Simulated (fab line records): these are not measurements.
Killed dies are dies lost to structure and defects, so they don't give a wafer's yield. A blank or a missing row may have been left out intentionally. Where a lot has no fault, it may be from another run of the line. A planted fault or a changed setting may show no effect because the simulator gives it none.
fab line records + flow gf180mcu
[record]
- lots = 14
- wafers = 40
- last-day = 34
route steps=602 shown STI@24 CONTACT@303 M2@364
lots that met no fault: from a run of the same line without faults
start-h: hours from the record's first day to the start of the lot's first wafer shown + wait-h: time in hours since the lot's previous step + " the same as in the row above + L1.1+2: one row covering several wafers at once + - either no value or no given start + * or withheld: withheld + < > ~ a bound
route shown NAME@n: names a module that has steps shown in the file, with the first one's number in the route + usual: average and standard deviation across the fault-free wafers + same: alike in all rows + chamber/n: place in a boat + sites: readings site by site + _std_site: standard deviation of those values + _edge_site: inner sites' mean taken away from outer sites' mean + radius-mm: how far each site lies from the wafer's centre + mask NAME#n: copy n + behind: the tool/chamber that last shaped the wafer + hold: why the lot went on hold/how many hours it stayed there/how the hold came to an end + device: the n, p or np transistor that did not switch + end of line: at the end of the route, the tests of the same wafers + a step given without rows: its recipe and nothing more + killed: at the first sort, the dies lost to defects and structure; wafer yield is something else + map: a wafer's dies, x killed, . not, _ none there
set.NAME: the setting that was run; set.NAME@STEP: the one run at that earlier step + model.NAME: the simulator's own value behind a step, which no gauge read
steps of the route over a sample of lots; a table a step, a row a wafer
services: a tool's chamber out of use, with start hour (start-h, from the record's first day; less than 0 if before it), hours out, and reason
[[steps]]
[step GF_STI_CVD_23]
[recipe]
- material = SiO2
- target-thk-nm = 650
- sigma-open-frac = 0.3
- time-s = 108.3
- temp-c = 600
- sih4-flow-sccm = 60
- pressure-mtorr = 6
| lot.wafer  | tool      | chamber | start-h | wait-h |
|------------|-----------|---------|---------|--------|
| L955.3+5+6 | hdpcvd-02 | 1,2,0   | 27.38   | 0.0    |
| L957.2+3+6 | hdpcvd-02 | 2,1,2   | 37.89   | 0.0    |
| L958.2+3+5 | hdpcvd-01 | 2,0,1   | 43.36   | 0.0    |
| L960.1+3+4 | hdpcvd-02 | 0,2,1   | 53.53   | 0.1    |
| L964.1+3+6 | hdpcvd-02 | 0,1,1   | 73.08   | 0.1    |
| L965.1+2+5 | hdpcvd-01 | 2,1,1   | 79.69   | 0.1    |
| L967.3+4+6 | hdpcvd-02 | 2,1,2   | 88.66   | 0.0    |
| L969.2+4+5 | hdpcvd-02 | 0,1,2   | 99.64   | 0.0    |
| L970.4+5+6 | hdpcvd-01 | 1,2,0   | 105.12  | 0.1    |
| L971.3+5+6 | hdpcvd-02 | 0,0,1   | 109.37  | 0.0    |
| L972.1+4+5 | hdpcvd-02 | 1,0,2   | 115.34  | 0.1    |
| L973.3+4+6 | hdpcvd-01 | 0,1,2   | 120.69  | 0.0    |
| L977.1+2   | hdpcvd-02 | 0,2     | 141.37  | 0.1    |
| L978.2+6   | hdpcvd-02 | 2,1     | 147.13  | 0.0    |
[step GF_STI_THK_MEAS_24]
[recipe]
- reads = SiO2_of_STI_CVD_23
[usual]
- STI_CVD_23_THK = 649/8.6
| lot.wafer | tool          | chamber | start-h | wait-h | STI_CVD_23_THK[nm] |
|-----------|---------------|---------|---------|--------|--------------------|
| L955.3    | film-metro-03 | -       | 27.48   | 0.1    | 644                |
| L955.5    | "             | -       | "       | "      | 645                |
| L955.6    | "             | -       | "       | "      | 646                |
| L957.2    | film-metro-03 | -       | 37.97   | 0.0    | 637                |
| L957.3    | "             | -       | "       | "      | 635                |
| L957.6    | "             | -       | "       | "      | 643                |
| L958.2    | film-metro-04 | -       | 43.44   | 0.0    | 656                |
| L958.3    | "             | -       | "       | "      | 655                |
| L958.5    | "             | -       | "       | "      | 668                |
| L960.1    | film-metro-01 | -       | 53.61   | 0.0    | 647                |
| L960.3    | "             | -       | "       | "      | 643                |
| L960.4    | "             | -       | "       | "      | 638                |
| L964.1    | film-metro-01 | -       | 73.16   | 0.0    | 657                |
| L964.3    | "             | -       | "       | "      | 654                |
| L964.6    | "             | -       | "       | "      | 652                |
| L965.1    | film-metro-04 | -       | 79.77   | 0.0    | 660                |
| L965.2    | "             | -       | "       | "      | 660                |
| L965.5    | "             | -       | "       | "      | 657                |
| L967.3    | film-metro-01 | -       | 88.75   | 0.1    | 654                |
| L967.4    | "             | -       | "       | "      | 653                |
| L967.6    | "             | -       | "       | "      | 655                |
| L969.2    | film-metro-01 | -       | 99.73   | 0.0    | 659                |
| L969.4    | "             | -       | "       | "      | 643                |
| L969.5    | "             | -       | "       | "      | 665                |
| L970.4    | film-metro-01 | -       | 105.19  | 0.0    | 646                |
| L970.5    | "             | -       | "       | "      | 644                |
| L970.6    | "             | -       | "       | "      | 656                |
| L971.3    | film-metro-01 | -       | 109.47  | 0.1    | 653                |
| L971.5    | "             | -       | "       | "      | 650                |
| L971.6    | "             | -       | "       | "      | 638                |
| L972.1    | film-metro-03 | -       | 115.42  | 0.0    | 637                |
| L972.4    | "             | -       | "       | "      | 652                |
| L972.5    | "             | -       | "       | "      | 643                |
| L973.3    | film-metro-01 | -       | 120.78  | 0.1    | 667                |
| L973.4    | "             | -       | "       | "      | 656                |
| L973.6    | "             | -       | "       | "      | 647                |
| L977.1    | film-metro-03 | -       | 141.45  | 0.0    | 653                |
| L977.2    | "             | -       | "       | "      | 468                |
| L978.2    | film-metro-01 | -       | 147.22  | 0.0    | 464                |
| L978.6    | "             | -       | "       | "      | 640                |
[step GF_STI_CMP_25]
[recipe]
- stop-on = Si3N4
- t-overpolish-s = 33
- down-force-psi = 4
- platen-rpm = 60
- target-thk-nm = 524.6
- pad-velocity-m-s = 0.94248
[usual]
- head-pressure-psi = 3.999/0.0088
- motor-current-A = 11.7/1.4
- slurry-filter-dp-kPa = 13.50/0.14
- time-to-endpoint-s = 127/6.6
| lot.wafer | tool   | chamber | start-h | wait-h | head-pressure-psi | motor-current-A | slurry-filter-dp-kPa | time-to-endpoint-s |
|-----------|--------|---------|---------|--------|-------------------|-----------------|----------------------|--------------------|
| L955.3    | cmp-02 | 0       | 27.62   | 0.1    | 3.987             | 11.0            | 13.51                | 123                |
| L955.6    | "      | 2       | "       | "      | 4.000             | 13.8            | 13.35                | 126                |
| L955.5    | "      | 3       | "       | "      | 3.982             | 11.4            | 13.45                | 126                |
| L957.2    | cmp-01 | 1       | 38.07   | 0.1    | 3.996             | 11.2            | 13.68                | 134                |
| L957.3    | "      | 3       | "       | "      | 4.013             | 9.9             | 13.59                | 119                |
| L957.6    | "      | 1       | "       | "      | 4.002             | 11.1            | 13.47                | 131                |
| L958.3    | cmp-02 | 0       | 43.49   | 0.0    | 3.996             | 11.7            | 13.62                | 129                |
| L958.2    | "      | 1       | "       | "      | 3.992             | 11.3            | 13.36                | 133                |
| L958.5    | "      | 0       | "       | "      | 3.992             | 11.8            | 13.76                | 128                |
| L960.3    | cmp-01 | 2       | 53.67   | 0.0    | 4.011             | 11.0            | 13.47                | 121                |
| L960.4    | "      | 0       | "       | "      | 3.999             | 13.5            | 13.41                | 119                |
| L960.1    | "      | 1       | "       | "      | 4.005             | 10.7            | 13.81                | 132                |
| L964.3    | cmp-02 | 1       | 73.27   | 0.1    | 3.997             | 11.5            | 13.27                | 134                |
| L964.1    | "      | 3       | "       | "      | 3.998             | 11.2            | 13.45                | 128                |
| L964.6    | "      | 1       | "       | "      | 4.008             | 11.0            | 13.49                | 134                |
| L965.2    | cmp-01 | 2       | 79.83   | 0.0    | 3.994             | 11.4            | 13.73                | 120                |
| L965.1    | "      | 3       | "       | "      | 4.009             | 10.3            | 13.62                | 113                |
| L965.5    | "      | 3       | "       | "      | 3.999             | 9.7             | 13.62                | 118                |
| L967.4    | cmp-01 | 1       | 88.84   | 0.1    | 3.998             | 11.0            | 13.54                | 127                |
| L967.3    | "      | 3       | "       | "      | 4.001             | 10.1            | 13.62                | 119                |
| L967.6    | "      | 1       | "       | "      | 3.994             | 11.1            | 13.64                | 127                |
| L969.2    | cmp-01 | 1       | 99.83   | 0.1    | 4.007             | 11.3            | 13.32                | 134                |
| L969.4    | "      | 2       | "       | "      | 3.990             | 11.7            | 13.28                | 119                |
| L969.5    | "      | 1       | "       | "      | 3.997             | 10.9            | 13.61                | 136                |
| L970.4    | cmp-01 | 2       | 105.22  | 0.0    | 4.011             | 11.2            | 13.38                | 122                |
| L970.5    | "      | 2       | "       | "      | 4.012             | 11.6            | 13.26                | 120                |
| L970.6    | "      | 3       | "       | "      | 3.995             | 10.4            | 13.53                | 118                |
| L971.3    | cmp-02 | 2       | 109.61  | 0.1    | 4.000             | 13.5            | 13.58                | 132                |
| L971.6    | "      | 0       | "       | "      | 3.981             | 11.5            | 13.47                | 123                |
| L971.5    | "      | 1       | "       | "      | 4.004             | 11.2            | 13.71                | 133                |
| L972.1    | cmp-01 | 0       | 115.48  | 0.1    | 3.999             | 14.0            | 13.60                | 119                |
| L972.4    | "      | 2       | "       | "      | 3.998             | 10.8            | 13.26                | 121                |
| L972.5    | "      | 1       | "       | "      | 3.997             | 11.1            | 13.55                | 137                |
| L973.3    | cmp-01 | 3       | 120.87  | 0.1    | 4.000             | 9.7             | 13.53                | 124                |
| L973.4    | "      | 0       | "       | "      | 3.999             | 13.7            | 13.53                | 126                |
| L973.6    | "      | 3       | "       | "      | 4.001             | 10.6            | 13.50                | 120                |
| L977.1    | cmp-01 | 3       | 141.56  | 0.1    | 3.987             | 10.1            | 13.49                | 113                |
| L977.2    | "      | 0       | "       | "      | 4.005             | 14.1            | 13.48                | 86                 |
| L978.2    | cmp-02 | 3       | 147.42  | 0.2    | 4.001             | 11.9            | 13.57                | 93                 |
| L978.6    | "      | 0       | "       | "      | 3.995             | 11.1            | 13.38                | 128                |
[step GF_CONTACT_ETCH_16]
[recipe]
- chemistry = N2/H2
- target-depth-a = withheld
- overetch-a = withheld
- time-s = withheld
- target = BARC
- ion-energy-ev = 200
- source-w = 500
- bias-w = 100
- pressure-mtorr = 30
- n2-flow-sccm = 100
- h2-flow-sccm = 200
[usual]
- drypump-motor-current-A = 5.6/0.42
- oes-product-au = 0.855/0.0051
- throttle-valve-pct = 13.226/0.0097
| lot.wafer | tool        | chamber | start-h | wait-h | drypump-motor-current-A | oes-product-au | throttle-valve-pct |
|-----------|-------------|---------|---------|--------|-------------------------|----------------|--------------------|
| L955.3    | rie-diel-01 | 1       | 361.53  | 0.0    | 5.6                     | 0.846          | 13.240             |
| L955.5    | "           | 0       | "       | "      | 5.5                     | 0.857          | 13.238             |
| L955.6    | "           | 3       | "       | "      | 5.3                     | 0.848          | 13.225             |
| L957.2    | rie-diel-03 | 0       | 379.46  | 0.0    | 6.6                     | 0.850          | 13.213             |
| L957.3    | "           | 3       | "       | "      | 5.4                     | 0.855          | 13.228             |
| L957.6    | "           | 1       | "       | "      | 5.8                     | 0.856          | 13.232             |
| L958.2    | rie-diel-02 | 0       | 390.99  | 0.0    | 6.0                     | 0.857          | 13.204             |
| L958.3    | "           | 3       | "       | "      | 5.1                     | 0.854          | 13.227             |
| L958.5    | "           | 0       | "       | "      | 6.0                     | 0.849          | 13.229             |
| L960.1    | rie-diel-01 | 0       | 409.54  | 0.0    | 5.5                     | 0.855          | 13.234             |
| L960.3    | "           | 3       | "       | "      | 5.3                     | 0.852          | 13.226             |
| L960.4    | "           | 1       | "       | "      | 5.6                     | 0.851          | 13.216             |
| L964.1    | rie-diel-02 | 0       | 439.35  | 0.0    | 6.0                     | 0.853          | 13.214             |
| L964.3    | "           | 2       | "       | "      | 6.5                     | 0.859          | 13.222             |
| L964.6    | "           | 2       | "       | "      | 6.5                     | 0.855          | 13.235             |
| L965.1    | rie-diel-01 | 0       | 457.21  | 0.0    | 5.5                     | 0.851          | 13.238             |
| L965.2    | "           | 2       | "       | "      | 5.1                     | 0.860          | 13.225             |
| L965.5    | "           | 3       | "       | "      | 5.3                     | 0.850          | 13.225             |
| L967.3    | rie-diel-03 | 3       | 473.66  | 0.0    | 5.4                     | 0.853          | 13.217             |
| L967.4    | "           | 2       | "       | "      | 5.8                     | 0.850          | 13.220             |
| L967.6    | "           | 3       | "       | "      | 5.4                     | 0.853          | 13.216             |
| L969.2    | rie-diel-03 | 3       | 493.29  | 0.0    | 5.4                     | 0.856          | 13.246             |
| L969.4    | "           | 1       | "       | "      | 5.8                     | 0.851          | 13.225             |
| L969.5    | "           | 1       | "       | "      | 5.8                     | 0.852          | 13.227             |
| L970.4    | rie-diel-03 | 0       | 504.51  | 0.0    | 6.5                     | 0.863          | 13.243             |
| L970.5    | "           | 1       | "       | "      | 5.8                     | 0.846          | 13.213             |
| L970.6    | "           | 0       | "       | "      | 6.5                     | 0.857          | 13.228             |
| L971.3    | rie-diel-01 | 1       | 512.41  | 0.0    | 5.6                     | 0.852          | 13.233             |
| L971.5    | "           | 2       | "       | "      | 5.1                     | 0.854          | 13.238             |
| L971.6    | "           | 1       | "       | "      | 5.6                     | 0.851          | 13.224             |
| L972.1    | rie-diel-03 | 1       | 516.85  | 0.0    | 5.7                     | 0.848          | 13.217             |
| L972.4    | "           | 3       | "       | "      | 5.4                     | 0.856          | 13.195             |
| L972.5    | "           | 3       | "       | "      | 5.4                     | 0.847          | 13.243             |
| L973.3    | rie-diel-01 | 3       | 526.00  | 0.0    | 5.3                     | 0.852          | 13.217             |
| L973.4    | "           | 1       | "       | "      | 5.6                     | 0.856          | 13.217             |
| L973.6    | "           | 3       | "       | "      | 5.3                     | 0.850          | 13.221             |
| L977.1    | rie-diel-03 | 3       | 555.51  | 0.0    | 5.4                     | 0.860          | 13.225             |
| L978.6    | rie-diel-02 | 1       | 562.31  | 0.0    | 5.3                     | 0.854          | 13.224             |
[step GF_M2_SPUTTER_02]
[recipe]
- material = AlCu
- target-thk-nm = 450
- power-w = 10600
- time-s = 23.9
- chamber-pressure-pa = 0.4
[usual]
- throttle-valve-pct = 29.9/0.69
| lot.wafer | tool           | chamber | start-h | wait-h | throttle-valve-pct |
|-----------|----------------|---------|---------|--------|--------------------|
| L955.3    | pvd-sputter-01 | -       | 412.21  | 0.0    | 30.3               |
| L955.5    | "              | -       | "       | "      | 29.0               |
| L955.6    | "              | -       | "       | "      | 28.8               |
| L957.2    | pvd-sputter-01 | -       | 430.20  | 0.0    | 29.2               |
| L957.3    | "              | -       | "       | "      | 30.2               |
| L957.6    | "              | -       | "       | "      | 30.8               |
| L958.2    | pvd-sputter-03 | -       | 444.21  | 0.0    | 29.5               |
| L958.3    | "              | -       | "       | "      | 30.0               |
| L958.5    | "              | -       | "       | "      | 29.3               |
| L960.1    | pvd-sputter-01 | -       | 462.49  | 0.0    | 28.9               |
| L960.3    | "              | -       | "       | "      | 30.6               |
| L960.4    | "              | -       | "       | "      | 30.2               |
| L964.1    | pvd-sputter-02 | -       | 491.69  | 0.0    | 29.9               |
| L964.3    | "              | -       | "       | "      | 29.8               |
| L964.6    | "              | -       | "       | "      | 30.1               |
| L965.1    | pvd-sputter-02 | -       | 510.05  | 0.0    | 30.9               |
| L965.2    | "              | -       | "       | "      | 30.0               |
| L965.5    | "              | -       | "       | "      | 29.9               |
| L967.3    | pvd-sputter-02 | -       | 526.46  | 0.0    | 30.9               |
| L967.4    | "              | -       | "       | "      | 30.3               |
| L967.6    | "              | -       | "       | "      | 31.0               |
| L969.2    | pvd-sputter-02 | -       | 544.56  | 0.0    | 30.9               |
| L969.4    | "              | -       | "       | "      | 30.0               |
| L969.5    | "              | -       | "       | "      | 29.9               |
| L970.4    | pvd-sputter-01 | -       | 555.61  | 0.0    | 30.1               |
| L970.5    | "              | -       | "       | "      | 28.7               |
| L970.6    | "              | -       | "       | "      | 28.9               |
| L971.3    | pvd-sputter-01 | -       | 562.51  | 0.0    | 29.8               |
| L971.5    | "              | -       | "       | "      | 30.2               |
| L971.6    | "              | -       | "       | "      | 30.4               |
| L972.1    | pvd-sputter-03 | -       | 567.46  | 0.0    | 29.4               |
| L972.4    | "              | -       | "       | "      | 30.3               |
| L972.5    | "              | -       | "       | "      | 29.5               |
| L973.3    | pvd-sputter-03 | -       | 574.79  | 0.0    | 30.6               |
| L973.4    | "              | -       | "       | "      | 29.5               |
| L973.6    | "              | -       | "       | "      | 30.4               |
| L977.1    | pvd-sputter-01 | -       | 602.98  | 0.0    | 30.7               |
| L978.6    | pvd-sputter-01 | -       | 611.48  | 0.0    | 28.5               |
[step GF_M2_SPUTTER_04]
[recipe]
- material = TiN
- target-thk-nm = 50
- power-w = 6500
- time-s = 41.7
- chamber-pressure-pa = 0.4
[usual]
- throttle-valve-pct = 29.9/0.69
| lot.wafer | tool           | chamber | start-h | wait-h | throttle-valve-pct |
|-----------|----------------|---------|---------|--------|--------------------|
| L955.3    | pvd-sputter-01 | -       | 412.26  | 0.0    | 29.9               |
| L955.5    | "              | -       | "       | "      | 29.0               |
| L955.6    | "              | -       | "       | "      | 29.1               |
| L957.2    | pvd-sputter-01 | -       | 430.25  | 0.0    | 28.9               |
| L957.3    | "              | -       | "       | "      | 30.1               |
| L957.6    | "              | -       | "       | "      | 30.7               |
| L958.2    | pvd-sputter-03 | -       | 444.26  | 0.0    | 29.5               |
| L958.3    | "              | -       | "       | "      | 30.4               |
| L958.5    | "              | -       | "       | "      | 29.3               |
| L960.1    | pvd-sputter-01 | -       | 462.54  | 0.0    | 29.0               |
| L960.3    | "              | -       | "       | "      | 30.7               |
| L960.4    | "              | -       | "       | "      | 30.1               |
| L964.1    | pvd-sputter-02 | -       | 491.74  | 0.0    | 30.3               |
| L964.3    | "              | -       | "       | "      | 29.8               |
| L964.6    | "              | -       | "       | "      | 30.0               |
| L965.1    | pvd-sputter-02 | -       | 510.10  | 0.0    | 30.9               |
| L965.2    | "              | -       | "       | "      | 30.0               |
| L965.5    | "              | -       | "       | "      | 29.8               |
| L967.3    | pvd-sputter-02 | -       | 526.51  | 0.0    | 31.1               |
| L967.4    | "              | -       | "       | "      | 30.1               |
| L967.6    | "              | -       | "       | "      | 31.2               |
| L969.2    | pvd-sputter-02 | -       | 544.61  | 0.0    | 30.8               |
| L969.4    | "              | -       | "       | "      | 29.7               |
| L969.5    | "              | -       | "       | "      | 30.4               |
| L970.4    | pvd-sputter-01 | -       | 555.66  | 0.0    | 30.0               |
| L970.5    | "              | -       | "       | "      | 28.9               |
| L970.6    | "              | -       | "       | "      | 28.8               |
| L971.3    | pvd-sputter-01 | -       | 562.56  | 0.0    | 30.1               |
| L971.5    | "              | -       | "       | "      | 30.4               |
| L971.6    | "              | -       | "       | "      | 31.0               |
| L972.1    | pvd-sputter-03 | -       | 567.51  | 0.0    | 29.2               |
| L972.4    | "              | -       | "       | "      | 30.4               |
| L972.5    | "              | -       | "       | "      | 29.4               |
| L973.3    | pvd-sputter-03 | -       | 574.84  | 0.0    | 30.3               |
| L973.4    | "              | -       | "       | "      | 29.3               |
| L973.6    | "              | -       | "       | "      | 30.2               |
| L977.1    | pvd-sputter-01 | -       | 603.03  | 0.0    | 30.6               |
| L978.6    | pvd-sputter-01 | -       | 611.53  | 0.0    | 29.0               |
[[services]]
| tool           | chamber | start-h | hours | kind   |
|----------------|---------|---------|-------|--------|
| cmp-01         | -       | 7.80    | 9.3   | pm     |
| pvd-sputter-01 | -       | 10.74   | 1.9   | repair |
| pvd-sputter-01 | -       | 12.37   | 0.6   | repair |
| hdpcvd-02      | 1       | 15.10   | 4.7   | repair |
| pvd-sputter-01 | -       | 28.14   | 2.6   | repair |
| cmp-01         | -       | 38.56   | 0.6   | repair |
| cmp-01         | -       | 64.00   | 4.0   | pm     |
| pvd-sputter-01 | -       | 113.24  | 2.7   | repair |
| hdpcvd-02      | -       | 121.60  | 0.3   | repair |
| pvd-sputter-01 | -       | 157.71  | 5.9   | repair |
| cmp-01         | -       | 163.86  | 1.0   | repair |
| cmp-01         | -       | 177.79  | 0.6   | repair |
| cmp-01         | -       | 182.96  | 4.2   | repair |
| cmp-01         | -       | 185.33  | 1.1   | repair |
| hdpcvd-02      | -       | 241.53  | 0.4   | repair |
| hdpcvd-02      | 2       | 250.79  | 6.1   | repair |
| pvd-sputter-01 | -       | 275.20  | 2.8   | repair |
| hdpcvd-02      | -       | 284.41  | 2.0   | repair |
| hdpcvd-02      | -       | 327.03  | 0.8   | pm     |
| hdpcvd-02      | -       | 329.55  | 0.5   | repair |
| hdpcvd-02      | -       | 362.06  | 6.0   | pm     |
| hdpcvd-02      | 2       | 427.36  | 3.7   | repair |
| hdpcvd-02      | 2       | 475.63  | 9.4   | repair |
| hdpcvd-02      | -       | 599.54  | 5.5   | pm     |
[[key]]
[first-sign]
- step = GF_STI_THK_MEAS_24
- reading = STI_CVD_23_THK
- direction = down
- sigmas = 21
- usual = 649
- struck = 466
[effect]
- step = GF_STI_CMP_25
- reading = time-to-endpoint-s
- direction = down
- sigmas = 5.6
- usual = *
- struck = *
met-at GF_STI_CVD_23
struck-lots L977,L978
struck-wafers L977.2,L978.2
later-rows-left-out L977.2,L978.2
sort-left-out L977.2,L978.2
tester-left-out L977,L978
not-acting-at GF_CONTACT_ETCH_16,GF_M2_SPUTTER_02,GF_M2_SPUTTER_04
onset-between 115.34 141.37
[fault]
- kind = process-parameter-drift
- tool = hdpcvd-02
- chamber = 2
- onset-h = 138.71
- steps = GF_STI_CVD_23
- channel = target-thk-nm
- offset = -180.44
- shape = step
- end-h = 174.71
- acts-in = these-recipes-only
- stated = 650
// tester-left-out: of these lots the tester's yield and bins aren't shown, on N5 and GAA mostly nor the transistor test; their killed dies are dies lost to structure and defects alone, not to doping, threshold or leakage, so they don't give the yield
// sort-left-out: the simulated sort isn't trusted on such a fault, so these wafers' sort isn't shown, and their yield isn't known
// later-rows-left-out: the simulator's readings of these wafers behind a module that went badly wrong aren't trusted and aren't shown, but for the sort
